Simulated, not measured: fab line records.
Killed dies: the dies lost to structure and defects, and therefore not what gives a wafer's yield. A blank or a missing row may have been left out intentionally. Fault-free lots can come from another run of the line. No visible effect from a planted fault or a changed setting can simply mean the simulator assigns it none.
Chamber matching ; flow sfq-line ; SFQ_TRILAYER_I1_DEP_PECVD_045 on pecvd-04: 3 sister chambers
The step deposits SiO2 from SiH4/N2O, time 111.11 s, target thk 500 nm. 3 wafers are shown with their chamber, then 7 later ones without.

## EACH WAFER AND ITS CHAMBER
wafer;chamber;throttle-valve-pct (%)
L145.3;2;23.4
L147.2;1;24.8
L147.3;0;23.4

## WAFERS MISSING THEIR CHAMBER
wafer;throttle-valve-pct (%)
L147.5;23.8
L148.2;23.9
L148.5;23.9
L148.6;24.9
L155.2;25.1
L155.4;23.7
L155.6;23.8

## WHICH CHAMBER EACH ONE RAN IN
wafer;from the rows above;in truth
L147.5;can't be placed: 0 or 2 or 1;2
L148.2;can't be placed: 0 or 2 or 1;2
L148.5;can't be placed: 0 or 2 or 1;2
L148.6;1;1
L155.2;1;1
L155.4;can't be placed: 0 or 2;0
L155.6;can't be placed: 0 or 2 or 1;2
2 of 7 placed correctly. Not placeable from these rows: 5 (in 5, the candidates include the true chamber). Wrongly placed: 0.
How it was worked out, from the rows above alone: a wafer's distance from a chamber is the root of the sum, over the readings, of the square of ((its reading less the chamber's mean) divided by the reading's scatter). If the next closest chamber is less than 2 further off than the closest, the wafer can't be placed; otherwise it belongs to the closest. A chamber's mean is the mean of its shown wafers. The scatter: root of mean squared gap, hidden wafer to nearest shown wafer, with one shown wafer a chamber.
